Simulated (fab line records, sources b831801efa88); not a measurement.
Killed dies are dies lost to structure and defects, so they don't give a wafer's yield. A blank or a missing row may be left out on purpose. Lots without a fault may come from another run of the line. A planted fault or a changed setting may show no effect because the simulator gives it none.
Which tool did it? | flow gf180mcu | 14 lots, 42 wafers sampled, at 4 steps of a route of 602

WHAT THE GAUGES READ, wafer by wafer
GF_DNWELL_TW_MEAS_09. Usual: DNWELL_TW 1357, standard deviation 8.6.
lot  | measured    | on            | DNWELL_TW      | flag
L889 | day 2 19:01 | film_metro-01 | 1348 1350 1345 |
L890 | day 3 03:10 | film_metro-03 | 1369 1369 1378 |
L891 | day 3 10:59 | film_metro-03 | 1358 1366 1356 |
L896 | day 4 09:34 | film_metro-02 | 1359 1365 1367 |
L898 | day 4 20:26 | film_metro-01 | 1349 1355 1344 |
L900 | day 5 03:49 | film_metro-03 | 1362 1355 1360 |
L902 | day 5 17:31 | film_metro-01 | 1368 1358 1368 |
L903 | day 5 21:01 | film_metro-01 | 1349 1353 1347 |
L905 | day 6 08:02 | film_metro-01 | 1358 1346 1354 |
L906 | day 6 13:08 | film_metro-02 | 1365 1363 1364 |
L907 | day 6 17:49 | film_metro-01 | 1346 1348 1343 |
L909 | day 7 04:49 | film_metro-02 | 1348 1356 1348 |
L911 | day 7 14:13 | film_metro-01 | 1341 1336 1343 |
L912 | day 8 02:07 | film_metro-01 | 1353 1354 1353 |

GF_SALICIDE_RS_MEAS_04: measures by four-point-probe. Usual: SALICIDE_TIN_RS 16.36 ohm/sq, standard deviation 0.24.
lot  | measured     | on            | SALICIDE_TIN_RS (ohm/sq) | flag
L889 | day 15 03:23 | film_metro-02 | 16.83 16.91 17.01        |
L890 | day 15 07:34 | film_metro-03 | 16.21 16.18 16.19        |
L891 | day 15 20:49 | film_metro-01 | 16.31 16.30 16.35        |
L896 | day 17 18:12 | film_metro-03 | 16.71 16.28 16.13        |
L898 | day 18 13:10 | film_metro-01 | 16.47 16.36 16.12        |
L900 | day 19 00:16 | film_metro-03 | 16.32 16.58 16.49        |
L902 | day 19 23:15 | film_metro-01 | 16.11 16.13 16.08        |
L903 | day 20 04:51 | film_metro-01 | 16.07 16.08 16.25        |
L905 | day 20 20:32 | film_metro-01 | 16.30 16.39 16.29        |
L906 | day 20 23:58 | film_metro-03 | 15.98 16.32 16.05        |
L907 | day 21 09:22 | film_metro-03 | 16.28 16.25 16.13        |
L909 | day 21 21:02 | film_metro-02 | 16.81 16.86 16.74        |
L911 | day 22 18:16 | film_metro-03 | 16.30 16.59 16.58        |
L912 | day 23 09:05 | film_metro-02 | 16.36 16.23 16.41        |

GF_CONTACT_OVL_MEAS_15. Usual: CONTACT_OVL 3 nm, standard deviation 5.5.
lot  | measured     | on         | CONTACT_OVL (nm) | flag
L889 | day 16 02:20 | overlay-02 | -7 -2 1          |
L890 | day 16 06:16 | overlay-02 | 9 9 6            |
L891 | day 16 20:35 | overlay-01 | 0 1 -1           |
L896 | day 18 18:19 | overlay-01 | 4 5 12           |
L898 | day 19 14:20 | overlay-01 | 2 8 -2           |
L900 | day 20 01:13 | overlay-01 | 10 3 5           |
L902 | day 21 00:43 | overlay-02 | 4 -1 -6          |
L903 | day 21 05:07 | overlay-02 | -3 10 -4         |
L905 | day 21 21:14 | overlay-01 | 7 6 4            |
L906 | day 22 01:14 | overlay-02 | -2 5 -2          |
L907 | day 22 10:02 | overlay-01 | 7 15 2           |
L909 | day 22 21:59 | overlay-02 | -2 1 2           |
L911 | day 23 18:07 | overlay-01 | 8 10 9           |
L912 | day 24 09:17 | overlay-02 | 4 14 3           |

WHICH TOOL RAN EACH LOT (tool, then ch and the chambers of the sampled wafers, then the start)
lot  | GF_MVSD_STRIP_10
L889 | plasma_asher-02 ch 0,1, day 4 09:45
L890 | plasma_asher-03 ch 0,1, day 4 19:21
L891 | plasma_asher-03 ch 0,1, day 5 02:36
L896 | plasma_asher-01 ch 0,1, day 6 05:21
L898 | plasma_asher-03 ch 0,1, day 6 14:38
L900 | plasma_asher-03 ch 0,1, day 7 01:11
L902 | plasma_asher-02 ch 0,1, day 7 15:26
L903 | plasma_asher-01 ch 0,1, day 7 18:02
L905 | plasma_asher-02 ch 0,1, day 8 07:08
L906 | plasma_asher-01 ch 0,1, day 8 12:23
L907 | plasma_asher-02 ch 0,1, day 8 16:29
L909 | plasma_asher-01 ch 0,1, day 9 04:35
L911 | plasma_asher-02 ch 0,1, day 9 16:17
L912 | plasma_asher-03 ch 0,1, day 10 04:32
- GF_MVSD_STRIP_10: strips in O2/N2.

WHAT THE TOOLS THEMSELVES READ (means of the sampled wafers that have a number; where no wafer has one, the mark that the record gives instead)
GF_MVSD_STRIP_10. Usual: drypump_motor_current_A 5.9 A, standard deviation 0.32; heater_power_w 331 W, standard deviation 20; n2_flow_sccm 300.0 sccm, standard deviation 0.88; oes_product_au 0.722 a.u., standard deviation 0.0042; strip_time_to_endpoint_s 36.94 s, standard deviation 0.092.
lot  | tool            | drypump_motor_current_A (A) | heater_power_w (W) | n2_flow_sccm (sccm) | oes_product_au (a.u.) | strip_time_to_endpoint_s (s) | flag
L889 | plasma_asher-02 | 5.9                         | 324                | 300.1               | 0.722                 | 36.98                        |
L890 | plasma_asher-03 | 6.2                         | 325                | 300.7               | 0.721                 | 36.91                        |
L891 | plasma_asher-03 | 6.0                         | 331                | 300.0               | 0.721                 | 36.94                        |
L896 | plasma_asher-01 | 5.6                         | 343                | 299.8               | 0.725                 | 36.92                        |
L898 | plasma_asher-03 | 6.2                         | 330                | 299.9               | 0.661                 | 42.64                        | OFF
L900 | plasma_asher-03 | 6.0                         | 329                | 299.7               | 0.657                 | 42.57                        | OFF
L902 | plasma_asher-02 | 5.7                         | 336                | 299.9               | 0.727                 | 36.89                        |
L903 | plasma_asher-01 | 5.8                         | 325                | 299.6               | 0.726                 | 36.94                        |
L905 | plasma_asher-02 | 5.9                         | 324                | 299.8               | 0.725                 | 36.99                        |
L906 | plasma_asher-01 | 5.8                         | 322                | 300.7               | 0.719                 | 36.99                        |
L907 | plasma_asher-02 | 5.7                         | 331                | 300.5               | 0.718                 | 37.10                        |
L909 | plasma_asher-01 | 5.8                         | 323                | 299.4               | 0.723                 | 36.78                        |
L911 | plasma_asher-02 | 5.7                         | 332                | 299.5               | 0.724                 | 36.99                        |
L912 | plasma_asher-03 | 6.2                         | 322                | 299.6               | 0.720                 | 36.91                        |

THE ANSWER, worked out from the rows above alone
Rule: a lot is off if the mean of its wafers that have a number lies more than 3 standard deviations from the usual mean. A lot without any number at a reading at which 4 lots or more have one is off too. The other lots that the step has rows for count as sound. The gauges are gone through in route order, then the tools' own readings, and for those a lot's mean is taken as printed above. The first step at which some lot is off is used, and at that step the reading that is off furthest; a lot without a number counts as furthest.
Off: L898, L900, at GF_MVSD_STRIP_10 (strip_time_to_endpoint_s).
A tool fits if, at that step or a process step before it, it ran every lot that is off, and no sound lot after the first of them. None of those tried fits.

WHAT THE SIMULATOR HAD PUT IN
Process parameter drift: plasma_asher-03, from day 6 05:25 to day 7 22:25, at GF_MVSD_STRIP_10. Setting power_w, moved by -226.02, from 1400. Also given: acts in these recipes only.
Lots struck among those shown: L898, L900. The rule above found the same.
